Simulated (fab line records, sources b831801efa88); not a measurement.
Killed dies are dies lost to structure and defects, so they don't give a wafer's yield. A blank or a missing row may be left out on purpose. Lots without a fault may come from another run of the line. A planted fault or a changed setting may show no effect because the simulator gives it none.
Tool commonality check | flow sky130 | 10 lots, 30 wafers sampled

WHY IT WAS OPENED
At SKY_SD_N_TW_MEAS_12 the reading SD_N_TW is flagged on 2 of 10 lots. Wafers without a fault read 3977, standard deviation 24.
Rule: a lot is flagged when every wafer of it that has a number lies more than 4 standard deviations from that mean, or none has a number. The other lots count as sound.

lot  | measured     | on            | SD_N_TW, wafer by wafer | flag
L770 | day 28 06:55 | film_metro-02 | 3964 3980 4006          |
L773 | day 29 09:18 | film_metro-02 | 3933 3957 3953          |
L774 | day 29 23:59 | film_metro-02 | 3942 3937 3963          |
L777 | day 30 11:25 | film_metro-02 | 3964 3943 3953          |
L785 | day 33 02:23 | film_metro-01 | 3806 3807 3809          | FLAGGED
L786 | day 33 10:55 | film_metro-02 | 3756 3761 3769          | FLAGGED
L787 | day 33 18:16 | film_metro-01 | 3997 4019 3998          |
L788 | day 34 06:04 | film_metro-02 | 3959 3939 3942          |
L791 | day 34 23:48 | film_metro-02 | 3964 3949 3967          |
L792 | day 35 04:31 | film_metro-01 | 3990 4025 4017          |
The numbers of the flagged lots are 3785 on average: -192 against the usual, or -8 standard deviations.

WHICH TOOL RAN EACH LOT
The record holds 4 process steps before the reading, out of a route of 708 steps. In each cell: the tool, then ch and the chambers that the sampled wafers went through, then the start.
lot  | flag    | SKY_LDD_HVN_STRIP_09                 | SKY_POLY_CUT_ETCH_10               | SKY_SD_N_IMPLANT_09             | SKY_SD_N_STRIP_11
L770 |         | plasma_asher-02 ch 0,1, day 20 19:17 | rie_diel-01 ch 1,2,3, day 24 15:16 | implanter-01 ch 0, day 28 06:32 | plasma_asher-04 ch 0,1, day 28 06:49
L773 |         | plasma_asher-02 ch 0,1, day 21 22:47 | rie_diel-02 ch 1,2,3, day 25 17:58 | implanter-01 ch 0, day 29 08:55 | plasma_asher-02 ch 0,1, day 29 09:11
L774 |         | plasma_asher-02 ch 0,1, day 22 14:46 | rie_diel-01 ch 0,3, day 26 08:52   | implanter-01 ch 0, day 29 23:35 | plasma_asher-04 ch 0,1, day 29 23:52
L777 |         | plasma_asher-04 ch 0,1, day 23 03:01 | rie_diel-02 ch 0,1,2, day 26 21:31 | implanter-03 ch 0, day 30 11:01 | plasma_asher-04 ch 0,1, day 30 11:19
L785 | FLAGGED | plasma_asher-04 ch 0,1, day 25 21:10 | rie_diel-01 ch 1,2,3, day 29 14:01 | implanter-01 ch 0, day 33 01:59 | plasma_asher-03 ch 0,1, day 33 02:17
L786 | FLAGGED | plasma_asher-02 ch 0,1, day 26 07:31 | rie_diel-02 ch 1,2,3, day 30 00:34 | implanter-01 ch 0, day 33 10:31 | plasma_asher-04 ch 0, day 33 10:49
L787 |         | plasma_asher-04 ch 0,1, day 26 12:46 | rie_diel-01 ch 1,2,3, day 30 07:07 | implanter-03 ch 0, day 33 17:53 | plasma_asher-04 ch 0,1, day 33 18:10
L788 |         | plasma_asher-04 ch 0,1, day 26 23:07 | rie_diel-02 ch 1,3, day 30 19:02   | implanter-03 ch 0, day 34 05:40 | plasma_asher-04 ch 1, day 34 05:58
L791 |         | plasma_asher-04 ch 0,1, day 27 21:50 | rie_diel-01 ch 0,1,2, day 31 12:59 | implanter-02 ch 0, day 34 23:25 | plasma_asher-04 ch 0,1, day 34 23:41
L792 |         | plasma_asher-02 ch 0,1, day 28 05:22 | rie_diel-01 ch 0,1,2, day 31 19:16 | implanter-02 ch 0, day 35 04:08 | plasma_asher-02 ch 0,1, day 35 04:25
What these steps do:
- SKY_LDD_HVN_STRIP_09: strips in O2/N2.
- SKY_POLY_CUT_ETCH_10: etches BARC in N2/H2, stops on SiO2, time 45.9 s, target depth 60 nm.
- SKY_SD_N_IMPLANT_09
- SKY_SD_N_STRIP_11: strips in O2/N2.
- SKY_SD_N_TW_MEAS_12

FLAGGED OVER TOTAL, TOOL BY TOOL (the gauges that took the reading come last)
step                 | tool            | lots run | flagged | share of the flagged lots | sound lots run after its first flagged lot
SKY_LDD_HVN_STRIP_09 | plasma_asher-02 | 5        | 1       | some                      | 1 (L792)
SKY_LDD_HVN_STRIP_09 | plasma_asher-04 | 5        | 1       | some                      | 3 (L787,L788,L791)
SKY_POLY_CUT_ETCH_10 | rie_diel-01     | 6        | 1       | some                      | 3 (L787,L791,L792)
SKY_POLY_CUT_ETCH_10 | rie_diel-02     | 4        | 1       | some                      | 1 (L788)
SKY_SD_N_IMPLANT_09  | implanter-01    | 5        | 2       | all                       | 0
SKY_SD_N_IMPLANT_09  | implanter-02    | 2        | 0       | none                      | -
SKY_SD_N_IMPLANT_09  | implanter-03    | 3        | 0       | none                      | -
SKY_SD_N_STRIP_11    | plasma_asher-02 | 2        | 0       | none                      | -
SKY_SD_N_STRIP_11    | plasma_asher-03 | 1        | 1       | some                      | 0
SKY_SD_N_STRIP_11    | plasma_asher-04 | 7        | 1       | some                      | 3 (L787,L788,L791)
SKY_SD_N_TW_MEAS_12  | film_metro-01   | 3        | 1       | some                      | 2 (L787,L792)
SKY_SD_N_TW_MEAS_12  | film_metro-02   | 7        | 1       | some                      | 2 (L788,L791)

WHAT THE TABLE ALLOWS
1 row of the table ran every flagged lot: implanter-01 at SKY_SD_N_IMPLANT_09.
- implanter-01 at SKY_SD_N_IMPLANT_09: 2 of its 5 lots flagged. Its last sound lot is L774 (day 29 23:35), its first flagged lot L785 (day 33 01:59): a fault that began between those two fits. Its own readings lie more than 4 standard deviations out on every wafer of the flagged lots: beam_energy_keV.
One tool is left: implanter-01 at SKY_SD_N_IMPLANT_09.

WHAT THE SIMULATOR HAD PUT IN
Process parameter drift: implanter-01, from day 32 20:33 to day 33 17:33, at SKY_SD_N_IMPLANT_09. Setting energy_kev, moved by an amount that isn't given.
Lots struck among those shown: L785, L786. The rule above found the same.
